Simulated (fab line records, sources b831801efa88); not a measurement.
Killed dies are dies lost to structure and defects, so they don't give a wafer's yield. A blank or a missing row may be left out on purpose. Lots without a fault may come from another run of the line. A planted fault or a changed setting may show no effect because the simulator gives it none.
fab line records | flow sky130
record lots=6 wafers=18 last_day=50
route steps=708 shown VIA1@462 METAL2@483 PAD_OPEN@708
lots that met no fault: from a run of the same line without faults
start_h: hours from the record's first day to the start of the lot's first wafer shown | wait_h: hours since the lot's step before | " the same as in the row above | L1.1+2: a row that stands for several wafers | - no value, or no start given | * or withheld: withheld | < > ~ a bound
route shown NAME@n: a module of which the file shows steps, and the number in the route of the first | usual: mean/standard deviation of fault-free wafers | same: alike in all rows | chamber/n: place in a boat | sites: the reading at each site | _std_site: their standard deviation | _edge_site: outer sites' mean less inner sites' | radius_mm: how far each site lies from the wafer's centre | mask NAME#n: copy n | behind: the tool/chamber that last shaped the wafer | hold: why the lot was held/for how many hours/how that ended | device: the transistor (n, p or np) that didn't switch | end of line: the same wafers' tests at the end of the route | a step without rows: its recipe alone | killed: dies lost to structure and defects at the first sort, not the wafer's yield | map: a wafer's dies, x killed, . not, _ none there
set.NAME: the setting as run; set.NAME@STEP: as run at that earlier step | model.NAME: the simulator's own value behind a step, which no gauge read
lots at some steps of the route; a table a step, a row a wafer
services: from which hour (start_h, from the record's first day; less than 0 if before it) a tool's chamber was out of use, for how many hours, and why
## steps
# step SKY_VIA1_DEHYDRATE_04
# recipe temp_c=200 time_s=60
# step SKY_VIA1_HMDS_05
# recipe prime_time_s=60 prime_temp_c=120
# step SKY_VIA1_COAT_06
# recipe resist=BARC temp_c=withheld time_s=withheld spin_rpm=3000 resist_thk_nm=60
# step SKY_VIA1_COAT_07
# recipe resist=KrF-thick spin_rpm=3000 resist_thk_nm=450
# step SKY_VIA1_SOFTBAKE_08
# recipe temp_c=100 time_s=90 resist=KrF-thick
# step SKY_VIA1_EXPOSE_09
# recipe mask_id=VIM na=0.8 source_shape=annular sigma_inner=0.55 sigma_outer=0.85 target_cd_nm=150 dose_mj=38
# step SKY_VIA1_PEB_10
# recipe peb_temp_c=withheld peb_time_s=withheld resist=KrF-thick
# step SKY_VIA1_DEVELOP_11
# recipe develop_time_s=60 resist=KrF-thick dev_temp_c=21
# step SKY_VIA1_CD_MEAS_12
# recipe target_cd_nm=150
# usual cd_nm=150.1/1.7
# columns lot.wafer tool chamber start_h wait_h cd_nm
L703.1 cd_sem-01 - 793.80 - 152.4
L703.2 " - " " 150.8
L703.6 " - " " 151.0
L709.2 cd_sem-02 - 861.73 - 149.4
L709.3 " - " " 150.7
L709.5 " - " " 149.9
L713.3 cd_sem-02 - 888.30 - 150.9
L713.4 " - " " 149.5
L713.5 " - " " 151.8
L716.1 cd_sem-02 - 896.67 - 150.1
L716.3 " - " " 150.0
L716.6 " - " " 150.9
L720.1 cd_sem-01 - 913.90 - 149.5
L720.2 " - " " 151.3
L720.4 " - " " 151.2
L724.1 cd_sem-02 - 955.85 - 153.5
L724.3 " - " " 153.2
L724.5 " - " " 154.6
# step SKY_VIA1_OVL_MEAS_13
# usual VIA1_OVL=-1/6.2
# columns lot.wafer tool chamber start_h wait_h VIA1_OVL[nm]
L703.1 overlay-01 - 793.92 0.1 -18
L703.2 " - " " -14
L703.6 " - " " -9
L709.2 overlay-02 - 861.84 0.1 -10
L709.3 " - " " -8
L709.5 " - " " -10
L713.3 overlay-02 - 888.39 0.1 -6
L713.4 " - " " 1
L713.5 " - " " -7
L716.1 overlay-01 - 896.79 0.1 11
L716.3 " - " " 3
L716.6 " - " " 8
L720.1 overlay-02 - 914.02 0.1 5
L720.2 " - " " 7
L720.4 " - " " 10
L724.1 overlay-02 - 955.97 0.1 0
L724.3 " - " " 7
L724.5 " - " " 2
# step SKY_VIA1_ETCH_14
# recipe chemistry=N2/H2 target=BARC ion_energy_ev=200 source_w=500 bias_w=100 pressure_mtorr=30 n2_flow_sccm=100 h2_flow_sccm=200 stop_on=SiO2 time_s=45.9 target_depth_a=600
# step SKY_VIA1_ETCH_15
# recipe target=SiO2 chemistry=C4F8/O2/Ar target_depth_nm=351 stop_on=TiN mask_material=KrF-thick source_w=1500 bias_w=1200 pressure_mtorr=40 c4f8_flow_sccm=withheld O2_flow_sccm=6 Ar_flow_sccm=300 time_s=54
# usual oes_product_au=0.981/0.0064
# columns lot.wafer tool chamber start_h wait_h oes_product_au rf_hours_counter_h
L703.1 rie_diel-02 1 794.00 0.0 0.980 11
L703.2 " 0 " " 0.979 10
L703.6 " 0 " " 0.982 -
L709.2 rie_diel-01 0 861.91 0.0 0.980 12
L709.3 " 1 " " 0.980 14
L709.5 " 0 " " 0.981 -
L713.3 rie_diel-01 0 888.46 0.0 0.974 13
L713.4 " 1 " " 0.982 15
L713.5 " 3 " " 0.986 -
L716.1 rie_diel-02 1 896.87 0.0 0.986 14
L716.3 " 3 " " 0.972 12
L716.6 " 3 " " 0.983 -
L720.1 rie_diel-02 1 914.10 0.0 0.974 14
L720.2 " 3 " " 0.968 12
L720.4 " 0 " " 0.989 -
L724.1 rie_diel-01 2 956.05 0.0 0.973 1
L724.3 " 3 " " 0.984 14
L724.5 " 3 " " 0.983 -
# step SKY_VIA1_STRIP_16
# recipe chemistry=O2/N2 power_w=1400 pressure_mtorr=1500 platen_temp_c=withheld o2_flow_sccm=3000 n2_flow_sccm=300 overash_fraction=0.5
# usual drypump_motor_current_A=5.8/0.44 oes_product_au=0.416/0.0046 strip_time_to_endpoint_s=4.458/0.025
# columns lot.wafer tool chamber start_h wait_h drypump_motor_current_A oes_product_au rf_hours_counter_h strip_time_to_endpoint_s
L703.1 plasma_asher-01 0 794.05 0.0 6.1 0.419 33 4.465
L703.2 " 1 " " 5.3 0.417 33 4.445
L703.6 " 1 " " 5.3 0.412 - 4.451
L709.2 plasma_asher-04 0 861.96 0.0 6.0 0.413 11 4.483
L709.3 " 1 " " 5.3 0.422 - 4.464
L709.5 " 1 " " 5.2 0.419 - 4.500
L713.3 plasma_asher-04 0 888.54 0.1 6.0 0.417 - 4.446
L713.4 " 1 " " 5.2 0.400 - 4.434
L713.5 " 1 " " 5.2 0.410 - 4.446
L716.1 plasma_asher-02 1 896.91 0.0 5.8 0.418 80 4.449
L716.3 " 1 " " 5.8 0.414 - 4.485
L716.6 " 1 " " 5.8 0.422 - 4.489
L720.1 plasma_asher-02 0 914.15 0.0 6.5 0.419 82 4.449
L720.2 " 1 " " 5.8 0.406 82 4.486
L720.4 " 1 " " 5.8 0.415 - 4.418
L724.1 plasma_asher-02 1 956.10 0.0 5.8 0.417 86 4.485
L724.3 " 1 " " 5.8 0.413 - 4.434
L724.5 " 0 " " 6.5 0.420 - 4.443
# step SKY_VIA1_STRIP_17
# recipe chemistry=post_etch_residue_remover time_s=1200 temp_c=72.5
# step SKY_VIA1_CLEAN_18
# recipe chemistry=IPA time_s=180 temp_c=25
# step SKY_VIA1_CLEAN_19
# recipe chemistry=O3/DIW dry=n2_spin
# step SKY_VIA1_SPUTTER_20
# recipe material=TiN target_thk_nm=20 chamber_pressure_pa=5 power_w=4000 time_s=80
# step SKY_VIA1_CVD_21
# recipe material=W target_thk_nm=270 time_s=80.902 temp_c=400 pressure_torr=40
# step SKY_VIA1_RS_MEAS_22
# recipe thk_meas_gauge=four-point-probe reads=W_of_VIA1_CVD_21+TiN_of_VIA1_SPUTTER_20
# usual VIA1_W_RS=0.425/0.0048
# columns lot.wafer tool chamber start_h wait_h VIA1_W_RS[ohm/sq]
L703.1 film_metro-02 - 794.81 0.1 0.422
L703.2 " - " " 0.424
L703.6 " - " " 0.428
L709.2 film_metro-03 - 862.75 0.1 0.424
L709.3 " - " " 0.426
L709.5 " - " " 0.426
L713.3 film_metro-03 - 889.34 0.1 0.425
L713.4 " - " " 0.426
L713.5 " - " " 0.425
L716.1 film_metro-03 - 897.70 0.1 0.424
L716.3 " - " " 0.424
L716.6 " - " " 0.425
L720.1 film_metro-02 - 914.89 0.1 0.423
L720.2 " - " " 0.419
L720.4 " - " " 0.426
L724.1 film_metro-02 - 956.85 0.1 0.426
L724.3 " - " " 0.421
L724.5 " - " " 0.421
# step SKY_VIA1_THK_MEAS_23
# recipe thk_meas_gauge=xrf reads=W_of_VIA1_CVD_21
# usual VIA1_W_THK=275/4.2
# columns lot.wafer tool chamber start_h wait_h VIA1_W_THK[nm]
L703.1 film_metro-02 - 794.93 0.1 277
L703.2 " - " " 277
L703.6 " - " " 275
L709.2 film_metro-03 - 862.86 0.1 278
L709.3 " - " " 276
L709.5 " - " " 276
L713.3 film_metro-03 - 889.44 0.1 279
L713.4 " - " " 279
L713.5 " - " " 278
L716.1 film_metro-03 - 897.82 0.1 282
L716.3 " - " " 278
L716.6 " - " " 280
L720.1 film_metro-02 - 915.01 0.1 277
L720.2 " - " " 280
L720.4 " - " " 275
L724.1 film_metro-02 - 956.97 0.1 274
L724.3 " - " " 281
L724.5 " - " " 278
# step SKY_VIA1_CMP_24
# recipe stop_on=SiO2 t_overpolish_s=15 down_force_psi=3.5 platen_rpm=60 target_thk_nm=0 pad_velocity_m_s=0.94248
# usual motor_current_A=11.4/1.1 overpolish_run_s=14.999/0.009 time_to_endpoint_s=64.9/2.9
# columns lot.wafer tool chamber start_h wait_h motor_current_A overpolish_run_s time_to_endpoint_s
L703.2 cmp-01 1 794.99 0.0 12.8 14.993 63.7
L703.1 " 3 " " 10.7 15.010 67.1
L703.6 " 1 " " 11.8 15.008 60.7
L709.2 cmp-01 3 862.91 0.0 10.8 15.000 67.9
L709.3 " 1 " " 12.1 15.016 61.6
L709.5 " 0 " " 11.3 15.015 65.8
L713.4 cmp-02 0 889.53 0.1 11.9 14.992 64.4
L713.3 " 2 " " 11.6 15.006 61.2
L713.5 " 3 " " 9.9 14.998 61.7
L716.3 cmp-02 1 897.93 0.1 12.8 14.991 66.0
L716.1 " 3 " " 10.1 15.002 64.3
L716.6 " 0 " " 10.6 15.001 67.0
L720.1 cmp-02 0 915.14 0.1 11.5 15.003 66.3
L720.2 " 1 " " 13.1 14.996 64.7
L720.4 " 2 " " 12.0 15.003 64.7
L724.3 cmp-02 1 957.08 0.1 12.7 15.008 62.7
L724.1 " 3 " " 10.2 14.985 66.4
L724.5 " 1 " " 13.0 15.005 63.1
# step SKY_METAL2_SPUTTER_00
# recipe material=Ti target_thk_nm=15 power_w=3000 time_s=10 chamber_pressure_pa=0.4
# usual throttle_valve_pct=29.8/0.77
# columns lot.wafer tool chamber start_h wait_h throttle_valve_pct
L703.1 pvd_sputter-01 - 795.29 0.1 28.9
L703.2 " - " " 29.8
L703.6 " - " " 28.8
L709.2 pvd_sputter-04 - 863.21 0.2 30.3
L709.3 " - " " 28.8
L709.5 " - " " 29.2
L713.3 pvd_sputter-04 - 889.78 0.1 30.3
L713.4 " - " " 30.9
L713.5 " - " " 29.0
L716.1 pvd_sputter-02 - 898.18 0.1 31.1
L716.3 " - " " 30.5
L716.6 " - " " 30.4
L720.1 pvd_sputter-04 - 915.44 0.2 30.4
L720.2 " - " " 31.0
L720.4 " - " " 29.1
L724.1 pvd_sputter-04 - 957.33 0.1 29.2
L724.3 " - " " 30.8
L724.5 " - " " 30.9
# step SKY_METAL2_SPUTTER_01
# recipe material=TiN target_thk_nm=20 power_w=6500 time_s=16.7 chamber_pressure_pa=0.4
# usual throttle_valve_pct=29.8/0.75
# columns lot.wafer tool chamber start_h wait_h throttle_valve_pct
L703.1 pvd_sputter-01 - 795.31 0.0 28.8
L703.2 " - " " 29.6
L703.6 " - " " 28.7
L709.2 pvd_sputter-04 - 863.23 0.0 30.2
L709.3 " - " " 29.2
L709.5 " - " " 29.1
L713.3 pvd_sputter-04 - 889.80 0.0 30.2
L713.4 " - " " 30.5
L713.5 " - " " 29.3
L716.1 pvd_sputter-02 - 898.20 0.0 30.9
L716.3 " - " " 30.2
L716.6 " - " " 30.2
L720.1 pvd_sputter-04 - 915.46 0.0 30.2
L720.2 " - " " 30.9
L720.4 " - " " 29.0
L724.1 pvd_sputter-04 - 957.35 0.0 28.9
L724.3 " - " " 30.6
L724.5 " - " " 31.0
# step SKY_METAL2_SPUTTER_02
# recipe material=AlCu target_thk_nm=250 power_w=10600 time_s=13.3 chamber_pressure_pa=0.4
# step SKY_METAL2_SPUTTER_03
# recipe material=Ti target_thk_nm=5 power_w=3000 time_s=3.3 chamber_pressure_pa=0.4
# usual throttle_valve_pct=29.8/0.74
# columns lot.wafer tool chamber start_h wait_h throttle_valve_pct
L703.1 pvd_sputter-01 - 795.36 0.0 28.9
L703.2 " - " " 29.7
L703.6 " - " " 28.8
L709.2 pvd_sputter-04 - 863.28 0.0 30.3
L709.3 " - " " 29.0
L709.5 " - " " 29.2
L713.3 pvd_sputter-04 - 889.85 0.0 30.1
L713.4 " - " " 30.4
L713.5 " - " " 29.1
L716.1 pvd_sputter-02 - 898.25 0.0 30.9
L716.3 " - " " 30.3
L716.6 " - " " 30.5
L720.1 pvd_sputter-04 - 915.51 0.0 30.3
L720.2 " - " " 30.9
L720.4 " - " " 29.1
L724.1 pvd_sputter-04 - 957.40 0.0 29.1
L724.3 " - " " 30.5
L724.5 " - " " 30.8
# step SKY_METAL2_SPUTTER_04
# recipe material=TiN target_thk_nm=70 power_w=6500 time_s=58.3 chamber_pressure_pa=0.4
# step SKY_METAL2_RS_MEAS_05
# recipe thk_meas_gauge=four-point-probe reads=TiN_of_METAL2_SPUTTER_04+Ti_of_METAL2_SPUTTER_03+AlCu_of_METAL2_SPUTTER_02+TiN_of_METAL2_SPUTTER_01+Ti_of_METAL2_SPUTTER_00
# usual METAL2_ALCU_RS=0.1267/0.0018
# columns lot.wafer tool chamber start_h wait_h METAL2_ALCU_RS[ohm/sq]
L703.1 film_metro-01 - 795.43 0.0 0.1316
L703.2 " - " " 0.1273
L703.6 " - " " 0.1270
L709.2 film_metro-03 - 863.37 0.0 0.1272
L709.3 " - " " 0.1261
L709.5 " - " " 0.1267
L713.3 film_metro-03 - 889.96 0.1 0.1257
L713.4 " - " " 0.1257
L713.5 " - " " 0.1255
L716.1 film_metro-04 - 898.32 0.0 0.1279
L716.3 " - " " 0.1255
L716.6 " - " " 0.1258
L720.1 film_metro-03 - 915.58 0.0 0.1254
L720.2 " - " " 0.1252
L720.4 " - " " 0.1261
L724.1 film_metro-01 - 957.47 0.0 0.1271
L724.3 " - " " 0.1268
L724.5 " - " " 0.1266
# step SKY_METAL2_THK_MEAS_06
# recipe thk_meas_gauge=xrf reads=AlCu_of_METAL2_SPUTTER_02
# usual METAL2_ALCU_THK=250/3.7
# columns lot.wafer tool chamber start_h wait_h METAL2_ALCU_THK[nm]
L703.1 film_metro-01 - 795.55 0.1 243
L703.2 " - " " 251
L703.6 " - " " 251
L709.2 film_metro-03 - 863.48 0.1 249
L709.3 " - " " 252
L709.5 " - " " 250
L713.3 film_metro-03 - 890.06 0.1 253
L713.4 " - " " 251
L713.5 " - " " 250
L716.1 film_metro-04 - 898.44 0.1 249
L716.3 " - " " 252
L716.6 " - " " 253
L720.1 film_metro-03 - 915.70 0.1 252
L720.2 " - " " 255
L720.4 " - " " 252
L724.1 film_metro-01 - 957.59 0.1 251
L724.3 " - " " 252
L724.5 " - " " 251
# step SKY_METAL2_DEHYDRATE_07
# recipe temp_c=200 time_s=60
# step SKY_METAL2_HMDS_08
# recipe prime_time_s=60 prime_temp_c=120
# step SKY_METAL2_COAT_09
# recipe resist=BARC temp_c=withheld time_s=withheld spin_rpm=3000 resist_thk_nm=60
# step SKY_METAL2_COAT_10
# recipe resist=KrF-thick spin_rpm=3000 resist_thk_nm=450
# step SKY_METAL2_SOFTBAKE_11
# recipe temp_c=100 time_s=90 resist=KrF-thick
# step SKY_METAL2_EXPOSE_12
# recipe mask_id=MM2 na=0.8 source_shape=annular sigma_inner=0.55 sigma_outer=0.85 target_cd_nm=140 dose_mj=28
# step SKY_METAL2_PEB_13
# recipe peb_temp_c=withheld peb_time_s=withheld resist=KrF-thick
# step SKY_METAL2_DEVELOP_14
# recipe develop_time_s=60 resist=KrF-thick dev_temp_c=21
# step SKY_METAL2_CD_MEAS_15
# recipe target_cd_nm=140
# usual cd_nm=140.0/1.8
# columns lot.wafer tool chamber start_h wait_h cd_nm
L703.1 cd_sem-02 - 821.66 - 143.6
L703.2 " - " " 141.5
L703.6 " - " " 141.9
L709.2 cd_sem-01 - 888.63 - 137.1
L709.3 " - " " 135.6
L709.5 " - " " 139.5
L713.3 cd_sem-01 - 914.65 - 140.0
L713.4 " - " " 141.2
L713.5 " - " " 139.9
L716.1 cd_sem-02 - 923.06 - 139.8
L716.3 " - " " 140.2
L716.6 " - " " 141.1
L720.1 cd_sem-01 - 940.81 - 142.3
L720.2 " - " " 142.4
L720.4 " - " " 140.3
L724.1 cd_sem-01 - 980.71 - 141.3
L724.3 " - " " 142.0
L724.5 " - " " 141.7
# step SKY_METAL2_OVL_MEAS_16
# usual METAL2_OVL=-1/5.2
# columns lot.wafer tool chamber start_h wait_h METAL2_OVL[nm]
L703.1 overlay-02 - 821.78 0.1 -9
L703.2 " - " " -10
L703.6 " - " " -13
L709.2 overlay-01 - 888.74 0.1 -1
L709.3 " - " " 0
L709.5 " - " " -3
L713.3 overlay-01 - 914.74 0.1 0
L713.4 " - " " 1
L713.5 " - " " 2
L716.1 overlay-01 - 923.18 0.1 1
L716.3 " - " " 10
L716.6 " - " " 11
L720.1 overlay-02 - 940.93 0.1 -8
L720.2 " - " " -8
L720.4 " - " " -8
L724.1 overlay-02 - 980.83 0.1 7
L724.3 " - " " 3
L724.5 " - " " 0
# step SKY_METAL2_DESCUM_17
# recipe chemistry=O2 source_power_w=150 bias_power_w=0 pressure_mtorr=10 temp_c=40 time_s=8
# step SKY_METAL2_ETCH_18
# recipe chemistry=N2/H2 target=BARC ion_energy_ev=200 bias_w=100 pressure_mtorr=30 n2_flow_sccm=100 h2_flow_sccm=200 icp_w=500 stop_on=SiO2 time_s=45.9 target_depth_a=600
# step SKY_METAL2_METAL_ETCH_19
# recipe target_depth_a=3600 stop_on=SiO2 over_etch_frac=0.3 time_s=78 chemistry=Cl2/BCl3 resist_sidewall_deg=88 pressure_mtorr=10 icp_w=900 bias_w=48.5 Cl2_flow_sccm=60 bcl3_flow_sccm=30
# step SKY_METAL2_STRIP_20
# recipe chemistry=O2/N2 power_w=1400 pressure_mtorr=1500 platen_temp_c=withheld o2_flow_sccm=3000 n2_flow_sccm=300 overash_fraction=0.5
# step SKY_PAD_OPEN_PROBE_99
# usual defect_limited_yield=82.7/1.9 killed_at_M0_to_M3=43/6.8 killed_at_M4_up=3.0/1.8 killed_at_contacts=23/5.4 killed_at_front_end=15/4.4 killed_at_other=0.3/0.51 killed_dies=85/9.2 killed_open=47/6.8 killed_short=39/6.8 sort_bin_3_pad_short=0.8/0.43 sort_bin_5_function=10.3/1.5 sort_bin_6_memory=6.2/0.96 sort_n_pass=407/9.2 sort_yield_pct=82.7/1.9
# same gross_dies=492 killed_at_back_side=0 sort_bin_4_leakage[%]=0 sort_bin_8_speed[%]=0
# columns lot.wafer tool chamber start_h wait_h defect_limited_yield[%] killed_at_M0_to_M3 killed_at_M4_up killed_at_contacts killed_at_front_end killed_at_other killed_dies killed_open killed_short sort_bin_3_pad_short[%] sort_bin_5_function[%] sort_bin_6_memory[%] sort_n_pass sort_yield_pct[%] model.etest.tester.sort_n_pass model.etest.tester.sort_yield_pct model.etest.tester.sort_bin_5_pct model.etest.tester.sort_bin_3_pct
L703.1 prober-02 - 1075.02 0.1 80.9 45 2 32 14 1 94 55 39 1.2 11.4 6.5 398 80.9 398 80.89 11.38 1.22
L703.2 prober-02 - 1075.07 0.1 79.3 55 1 26 20 0 102 53 49 1.2 11.8 7.7 390 79.3 390 79.27 11.79 1.22
L703.6 prober-02 - 1075.27 0.2 83.3 41 1 28 11 1 82 40 42 2.0 7.3 7.3 410 83.3 410 83.33 7.317 2.033
L709.2 prober-02 - 1128.52 0.1 84.3 38 2 24 13 0 77 43 34 0 8.5 7.1 415 84.3 415 84.35 8.537 0
L709.3 prober-02 - 1128.57 0.2 87.8 31 1 18 10 0 60 35 25 0.8 7.3 4.1 432 87.8 432 87.8 7.317 0.813
L709.5 prober-02 - 1128.67 0.2 84.6 48 2 17 8 1 76 40 36 0.4 8.5 6.5 416 84.6 416 84.55 8.537 0.4065
L713.3 prober-01 - 1147.17 0.2 81.5 43 1 22 25 0 91 48 43 1.0 10.8 6.7 401 81.5 401 81.5 10.77 1.016
L713.4 prober-01 - 1147.22 0.2 82.5 38 4 26 18 0 86 43 43 0.4 11.0 6.1 406 82.5 406 82.52 10.98 0.4065
L713.5 prober-01 - 1147.27 0.2 82.9 46 1 24 13 0 84 46 38 1.2 8.1 7.7 408 82.9 408 82.93 8.13 1.22
L716.1 prober-01 - 1155.84 0.1 82.9 40 4 24 15 1 84 39 45 0.8 10.4 5.9 408 82.9 408 82.93 10.37 0.813
L716.3 prober-01 - 1155.94 0.2 82.9 40 0 30 14 0 84 44 40 1.2 9.6 6.3 408 82.9 408 82.93 9.553 1.22
L716.6 prober-01 - 1156.09 0.2 81.9 42 4 26 17 0 89 51 37 1.2 11.8 5.1 403 81.9 403 81.91 11.79 1.22
L720.1 prober-01 - 1166.24 0.1 73.0 96 5 19 13 0 133 40 48 2.6 15.7 8.7 359 73.0 359 72.97 15.65 2.642
L720.2 prober-01 - 1166.29 0.1 78.3 71 0 24 12 0 107 33 34 2.4 13.8 5.5 385 78.3 385 78.25 13.82 2.439
L720.4 prober-01 - 1166.39 0.2 72.2 87 9 20 21 0 137 52 50 3.3 17.7 6.9 355 72.2 355 72.15 17.68 3.252
L724.1 prober-02 - 1197.87 0.1 75.4 83 2 26 10 0 121 47 35 2.6 15.7 6.3 371 75.4 371 75.41 15.65 2.642
L724.3 prober-02 - 1197.97 0.2 76.0 79 6 20 13 0 118 45 33 1.8 14.6 7.5 374 76.0 374 76.02 14.63 1.829
L724.5 prober-02 - 1198.07 0.2 74.0 87 0 29 12 0 128 49 28 3.3 15.7 7.1 364 74.0 364 73.98 15.65 3.252
# killed by level:class
L703.1 VIA1:geometric_particle:open=12 CONTACT:geometric_particle:open=10 LI_CONTACT:geometric_particle:open=10 VIA2:geometric_particle:open=6 CONTACT:geometric_particle:short=5 METAL2:geometric_particle:short=5 VIA3:geometric_particle:open=5 FIELD_ISO:geometric_particle:open=4
L703.2 VIA1:geometric_particle:open=17 METAL2:geometric_particle:short=9 LI_CONTACT:geometric_particle:open=7 CONTACT:geometric_particle:open=7 METAL1:geometric_particle:short=6 VIA2:geometric_particle:open=6 FIELD_ISO:geometric_particle:short=5 FIELD_ISO:geometric_particle:open=5
L703.6 METAL2:geometric_particle:short=12 VIA1:geometric_particle:open=10 CONTACT:geometric_particle:open=9 LI_CONTACT:geometric_particle:open=8 LI_CONTACT:geometric_particle:short=5 VIA1:geometric_particle:short=5 POLY_GATE:geometric_particle:open=4 LOCAL_INTERCONNECT:geometric_particle:short=4
L709.2 VIA2:geometric_particle:open=10 LI_CONTACT:geometric_particle:open=9 CONTACT:geometric_particle:open=7 FIELD_ISO:geometric_particle:open=5 VIA1:geometric_particle:open=5 METAL1:geometric_particle:short=4 METAL2:geometric_particle:short=4 CONTACT:geometric_particle:short=4
L709.3 VIA1:geometric_particle:open=7 LI_CONTACT:geometric_particle:open=6 METAL2:geometric_particle:short=6 VIA3:geometric_particle:open=6 CONTACT:geometric_particle:open=5 CONTACT:geometric_particle:short=4 POLY_GATE:geometric_particle:open=4 VIA2:geometric_particle:open=4
L709.5 VIA1:geometric_particle:open=9 METAL2:geometric_particle:open=8 LI_CONTACT:geometric_particle:open=6 METAL1:geometric_particle:short=6 METAL2:geometric_particle:short=6 CONTACT:geometric_particle:open=5 METAL3:geometric_particle:short=5 VIA1:geometric_particle:short=4
L713.3 VIA3:geometric_particle:open=10 CONTACT:geometric_particle:short=8 POLY_GATE:geometric_particle:open=7 POLY_GATE:geometric_particle:short=6 VIA2:geometric_particle:open=6 CONTACT:geometric_particle:open=6 METAL1:geometric_particle:short=5 VIA1:geometric_particle:open=5
L713.4 VIA1:geometric_particle:open=10 CONTACT:geometric_particle:open=8 POLY_GATE:geometric_particle:short=7 CONTACT:geometric_particle:short=7 LI_CONTACT:geometric_particle:open=7 POLY_GATE:geometric_particle:open=5 METAL1:geometric_particle:short=5 METAL2:geometric_particle:short=5
L713.5 LI_CONTACT:geometric_particle:open=10 VIA2:geometric_particle:open=10 VIA1:geometric_particle:open=8 METAL1:geometric_particle:short=7 CONTACT:geometric_particle:open=6 POLY_GATE:geometric_particle:short=5 METAL3:geometric_particle:short=5 LOCAL_INTERCONNECT:geometric_particle:short=4
L716.1 CONTACT:geometric_particle:open=9 VIA1:geometric_particle:short=8 VIA3:geometric_particle:open=7 VIA3:geometric_particle:short=5 POLY_GATE:geometric_particle:open=5 LI_CONTACT:geometric_particle:open=5 POLY_GATE:geometric_particle:short=4 METAL1:geometric_particle:short=4
L716.3 LI_CONTACT:geometric_particle:open=14 VIA1:geometric_particle:open=9 METAL1:geometric_particle:short=7 CONTACT:geometric_particle:short=6 VIA3:geometric_particle:open=6 FIELD_ISO:geometric_particle:short=5 LI_CONTACT:geometric_particle:short=5 METAL2:geometric_particle:short=4
L716.6 LI_CONTACT:geometric_particle:open=9 CONTACT:geometric_particle:open=9 VIA1:geometric_particle:open=8 METAL2:geometric_particle:short=8 POLY_GATE:geometric_particle:open=5 VIA1:geometric_particle:short=5 VIA3:geometric_particle:open=5 POLY_GATE:geometric_particle:short=4
L720.1 VIA1:unspecified=45 METAL3:geometric_particle:short=11 METAL2:geometric_particle:short=8 VIA1:geometric_particle:open=8 VIA2:geometric_particle:open=7 CONTACT:geometric_particle:open=5 LI_CONTACT:geometric_particle:open=5 FIELD_ISO:geometric_particle:short=4
L720.2 VIA1:unspecified=40 CONTACT:geometric_particle:open=9 VIA2:geometric_particle:open=6 LOCAL_INTERCONNECT:geometric_particle:short=5 VIA1:geometric_particle:short=5 FIELD_ISO:geometric_particle:short=4 CONTACT:geometric_particle:short=4 VIA1:geometric_particle:open=4
L720.4 VIA1:unspecified=35 CONTACT:geometric_particle:open=9 METAL1:geometric_particle:short=9 VIA1:geometric_particle:open=9 METAL2:geometric_particle:short=7 METAL1:geometric_particle:open=6 FIELD_ISO:geometric_particle:short=5 POLY_GATE:geometric_particle:short=5
L724.1 VIA1:unspecified=39 VIA3:geometric_particle:open=11 CONTACT:geometric_particle:open=10 VIA1:geometric_particle:open=10 VIA2:geometric_particle:open=8 FIELD_ISO:geometric_particle:short=5 LI_CONTACT:geometric_particle:short=4 LI_CONTACT:geometric_particle:open=4
L724.3 VIA1:unspecified=40 VIA2:geometric_particle:open=9 CONTACT:geometric_particle:open=8 VIA1:geometric_particle:open=6 VIA3:geometric_particle:open=6 CONTACT:geometric_particle:short=5 METAL1:geometric_particle:short=5 METAL2:geometric_particle:short=4
L724.5 VIA1:unspecified=51 LI_CONTACT:geometric_particle:open=9 VIA1:geometric_particle:open=8 VIA2:geometric_particle:open=8 CONTACT:geometric_particle:open=6 CONTACT:geometric_particle:short=6 LOCAL_INTERCONNECT:geometric_particle:short=5 VIA3:geometric_particle:open=5
# map L720.4 (x killed, . not)
__________.xxxxxxxx._________
________.xxxxxxxxx..x._______
______x.x.xxxxxxxxx.x..x_____
_____.x.x.x.xxxxxx...x...____
____.....x.x.xxxx....xx.x.___
___.........x..xx..x...xx..__
__x....x...........x.....x.._
_...xx.......x........x.xx...
_.......xxx.......x..x.xx.xx.
_x....x..x.x....xxx........x.
_....x.........xx...x........
_.....xx..............x..x..x
_.......x.x............x...xx
_.x........x......x.........x
_......x.x..x...x...x.x..xx..
__.x...xxx........x.x...x..._
___xx........x.x........xx.__
____........xx...x.....x..___
_____.........x......xx..____
______xx..x....x........_____
________x..x..x......._______
__________........x._________
# map L724.5 (x killed, . not)
__________..x......._________
________.............._______
______.......x..xx......_____
_____.................x..____
____.x...............x....___
___x.xx.........xx..xx...x.__
__.....x.........x...x.x...x_
_.x......xx.........x.x.....x
_.....x...x...x..........x...
_........x.xx.xxx..x...x..x..
_.........xxxxxxx.x.........x
_.........xxxxxxxxxx...x...x.
_....x....xxxxxxxx...x......x
_x.x.x...xxxxxxxxx..x.......x
_...x.....xxxxxxxx.....x.....
__..x......xxxxx............_
___x.....xxxxx..x..x.....x.__
____.xx.........x.........___
_____x.........x......x..____
______....x..x...xxx...._____
________...x..xx.xx..x_______
__________...x......_________
## services
# columns tool chamber start_h hours kind
pvd_sputter-01 - 771.96 0.9 repair
rie_diel-02 1 786.48 2.8 repair
cmp-01 - 786.86 0.5 repair
pvd_sputter-04 - 791.48 1.2 repair
rie_diel-02 0 804.82 5.1 repair
rie_diel-02 2 810.96 9.2 repair
rie_diel-01 1 817.75 3.2 repair
pvd_sputter-01 - 822.87 1.8 repair
pvd_sputter-04 3 832.59 - consumable_replace:kit
plasma_asher-01 - 850.02 6.0 repair
cmp-02 - 850.60 3.4 repair
cmp-02 - 861.63 4.1 pm
cmp-01 - 867.69 3.2 pm
plasma_asher-02 - 890.40 2.8 pm
cmp-01 - 893.26 3.3 repair
cmp-01 - 912.27 4.0 pm
pvd_sputter-01 - 912.33 1.2 repair
plasma_asher-02 - 935.86 4.3 repair
rie_diel-02 2 937.56 4.8 repair
rie_diel-01 0 938.44 11.7 repair
rie_diel-01 3 939.10 5.6 repair
plasma_asher-04 - 942.64 4.4 repair
plasma_asher-01 - 945.25 4.4 repair
pvd_sputter-01 - 955.24 3.0 repair
## key
first_sign step=SKY_PAD_OPEN_PROBE_99 reading=killed_at_M0_to_M3 direction=up sigmas=6 usual=43 struck=84
effect step=SKY_PAD_OPEN_PROBE_99 reading=sort_bin_3_pad_short direction=up sigmas=4.2 usual=0.8 struck=2.7
model_effect step=SKY_PAD_OPEN_PROBE_99 value=etest.tester.sort_n_pass without=402.7 struck=368
met_at SKY_VIA1_STRIP_16
struck_wafers L720.1,L720.2,L720.4,L724.1,L724.3,L724.5
onset_between 896.91 914.15
also_fits time
fault kind=chamber_particle_source tool=plasma_asher-02 chamber=- onset_h=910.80 steps=SKY_VIA1_STRIP_16 rate_per_visit_cm2=0.69603 end_h=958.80
